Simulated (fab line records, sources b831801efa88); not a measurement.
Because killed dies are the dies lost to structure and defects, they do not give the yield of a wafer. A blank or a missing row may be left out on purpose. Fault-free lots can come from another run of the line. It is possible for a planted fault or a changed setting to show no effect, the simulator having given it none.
Which of the tools did it?	flow sky130	33 wafers from 11 lots sampled at 5 of the route's 708 steps

## WHAT EACH GAUGE READ, for each wafer
SKY_VIA1_RS_MEAS_22: measurement is done with a four-point probe. Usual: VIA1_W_RS typically reads 0.431 ohm/sq, with standard deviation 0.0044.
lot	measured	on	VIA1_W_RS (ohm/sq)	flag
L200	day 33 23:25	film_metro-03	0.431 0.437 0.430	
L202	day 34 17:27	film_metro-02	0.429 0.430 0.437	
L204	day 35 04:10	film_metro-02	0.434 0.431 0.425	
L210	day 37 07:26	film_metro-02	0.423	
L211	day 37 11:53	film_metro-01	0.429	
L217	day 40 15:03	film_metro-01	0.426 0.434 0.425	
L218	day 40 15:19	film_metro-03	0.427 0.430 0.431	
L221	day 40 16:43	film_metro-02	0.434 0.440 0.435	
L220	day 40 19:00	film_metro-03	0.427 0.434 0.433	
L222	day 41 13:38	film_metro-03	0.434 0.440 0.428	
L223	day 41 17:56	film_metro-02	0.433 0.431 0.426	

SKY_METAL2_CD_MEAS_15: target cd 140 nm. Usual: cd_nm reads 139.3 nm (standard deviation 1.3).
lot	measured	on	cd_nm (nm)	flag
L200	day 35 03:02	cd_sem-01	138.7 139.6 139.5	
L202	day 35 20:02	cd_sem-01	140.2 140.9 140.0	
L204	day 36 07:20	cd_sem-01	138.7 138.5 139.8	
L210	day 38 09:33	cd_sem-02	141.0	
L211	day 38 14:38	cd_sem-02	140.3	
L217	day 41 15:55	cd_sem-02	141.9 141.7 143.4	
L218	day 41 16:04	cd_sem-02	137.6 139.7 138.0	
L221	day 41 17:29	cd_sem-01	138.9 140.6 139.1	
L220	day 41 20:32	cd_sem-02	139.4 138.4 140.1	
L222	day 42 13:58	cd_sem-01	137.8 138.2 138.3	
L223	day 42 17:35	cd_sem-02	139.4 140.7 139.9	

## TOOL THAT RAN EACH LOT (tool first, then ch and the chambers of the sampled wafers, then the start)
lot	SKY_METAL1_METAL_ETCH_19	SKY_METAL1_STRIP_20	SKY_METAL2_SPUTTER_04
L200	rie_metal-03 ch 0,1, day 32 18:29	plasma_asher-04 ch 0,1, day 32 18:34	pvd_sputter-03, day 33 23:59
L202	rie_metal-02 ch 0,1, day 33 12:32	plasma_asher-01 ch 0,1, day 33 12:38	pvd_sputter-01, day 34 18:00
L204	rie_metal-02 ch 0,1, day 33 23:26	plasma_asher-04 ch 0,1, day 33 23:32	pvd_sputter-01, day 35 04:52
L210	rie_metal-02 ch 0,1, day 36 03:17	plasma_asher-01 ch 0,1, day 36 03:23	pvd_sputter-03, day 37 07:57
L211	rie_metal-02 ch 0,1, day 36 08:14	plasma_asher-01 ch 0,1, day 36 08:20	pvd_sputter-03, day 37 12:25
L217	rie_metal-01 ch 0,1, day 39 12:17	plasma_asher-04 ch 0,1, day 39 12:23	pvd_sputter-02, day 40 15:38
L218	rie_metal-02 ch 0, day 39 12:25	plasma_asher-03 ch 0,1, day 39 12:30	pvd_sputter-03, day 40 15:54
L221	rie_metal-01 ch 0,1, day 39 13:58	plasma_asher-04 ch 0,1, day 39 14:04	pvd_sputter-01, day 40 17:22
L220	rie_metal-03 ch 0,1, day 39 15:50	plasma_asher-03 ch 0,1, day 39 15:56	pvd_sputter-03, day 40 19:33
L222	rie_metal-01 ch 0,1, day 40 11:02	plasma_asher-01 ch 0,1, day 40 11:08	pvd_sputter-02, day 41 14:11
L223	rie_metal-01 ch 0,1, day 40 15:28	plasma_asher-01 ch 0,1, day 40 15:34	pvd_sputter-03, day 41 18:38
- SKY_METAL1_METAL_ETCH_19: etches the open film in Cl2/BCl3, stops on SiO2, target depth 360 nm, time 78 s.
- SKY_METAL1_STRIP_20: strips in O2/N2.
- SKY_METAL2_SPUTTER_04: material TiN, target thk 70 nm, time 58.3 s.

## AS READ BY THE TOOLS THEMSELVES (means over the sampled wafers that have a number; for cases with no such wafer, the mark the record gives instead)
SKY_METAL1_METAL_ETCH_19. Usual: chamber_pressure_mTorr 9.999 mTorr, standard deviation 0.0091; drypump_motor_current_A 5.9 A, standard deviation 0.52; oes_product_au 0.852 a.u., standard deviation 0.0062; throttle_valve_pct 22.265 %, standard deviation 0.0091.
lot	tool	chamber_pressure_mTorr (mTorr)	drypump_motor_current_A (A)	oes_product_au (a.u.)	throttle_valve_pct (%)	flag
L200	rie_metal-03	10.000	5.9	0.854	22.274	
L202	rie_metal-02	9.993	5.8	0.857	22.253	
L204	rie_metal-02	9.996	5.8	0.847	22.264	
L210	rie_metal-02	9.995	5.8	0.834	22.267	
L211	rie_metal-02	10.000	5.8	0.843	22.261	
L217	rie_metal-01	9.994	5.8	0.857	22.261	
L218	rie_metal-02	10.001	6.0	0.859	22.263	
L221	rie_metal-01	9.998	5.8	0.853	22.264	
L220	rie_metal-03	9.996	5.9	0.860	22.257	
L222	rie_metal-01	10.001	6.2	0.848	22.268	
L223	rie_metal-01	9.996	5.8	0.845	22.263	

SKY_METAL1_STRIP_20. Usual: chamber_pressure_mTorr 1499.9 mTorr, standard deviation 1.2; drypump_motor_current_A 5.9 A, standard deviation 0.39; oes_product_au 0.343 a.u., standard deviation 0.0047; strip_time_to_endpoint_s 2.70 s, standard deviation 0.037.
lot	tool	chamber_pressure_mTorr (mTorr)	drypump_motor_current_A (A)	oes_product_au (a.u.)	strip_time_to_endpoint_s (s)	flag
L200	plasma_asher-04	1501.3	5.8	0.342	2.68	
L202	plasma_asher-01	1499.0	6.0	0.348	2.73	
L204	plasma_asher-04	1499.3	5.9	0.347	2.76	
L210	plasma_asher-01	1498.7	6.0	0.364	3.18	OFF
L211	plasma_asher-01	1499.2	6.3	0.360	3.18	OFF
L217	plasma_asher-04	1499.9	5.8	0.341	2.66	
L218	plasma_asher-03	1500.0	5.4	0.338	2.70	
L221	plasma_asher-04	1500.4	6.0	0.347	2.66	
L220	plasma_asher-03	1500.6	5.4	0.344	2.68	
L222	plasma_asher-01	1500.3	6.0	0.342	2.70	
L223	plasma_asher-01	1500.5	6.0	0.343	2.71	

SKY_METAL2_SPUTTER_04. Usual: chamber_pressure_pa 0.4001 Pa, standard deviation 0.00074; throttle_valve_pct 29.6 %, standard deviation 0.97.
lot	tool	chamber_pressure_pa (Pa)	throttle_valve_pct (%)	flag
L200	pvd_sputter-03	0.3993	30.4	
L202	pvd_sputter-01	0.4003	29.5	
L204	pvd_sputter-01	0.4001	28.4	
L210	pvd_sputter-03	0.4016	30.2	
L211	pvd_sputter-03	0.3999	30.0	
L217	pvd_sputter-02	0.4003	29.2	
L218	pvd_sputter-03	0.3996	30.7	
L221	pvd_sputter-01	0.3993	29.3	
L220	pvd_sputter-03	0.3997	30.1	
L222	pvd_sputter-02	0.4000	29.8	
L223	pvd_sputter-03	0.4001	30.6	

## THE ANSWER, worked out from the rows above alone
Rule: take the mean of a lot's wafers that have a number; if it is more than 3 standard deviations from the usual mean, the lot is off. Also off: a lot with no number at a reading for which 4 or more lots have one. Where the step has rows for the other lots, those lots are counted as sound. First the gauges in route order, then the tools' own readings, where a lot's mean is used as printed above. At the first step where some lot is off, the reading lying furthest off is the one used; lots without a number count as furthest.
Off, at SKY_METAL1_STRIP_20 on strip_time_to_endpoint_s: L210, L211.
A tool fits if, at that step or a process step before it, it ran every lot that is off, and no sound lot after the first of them. Of those tried, none fits.

## WHAT WAS PUT IN BY THE SIMULATOR
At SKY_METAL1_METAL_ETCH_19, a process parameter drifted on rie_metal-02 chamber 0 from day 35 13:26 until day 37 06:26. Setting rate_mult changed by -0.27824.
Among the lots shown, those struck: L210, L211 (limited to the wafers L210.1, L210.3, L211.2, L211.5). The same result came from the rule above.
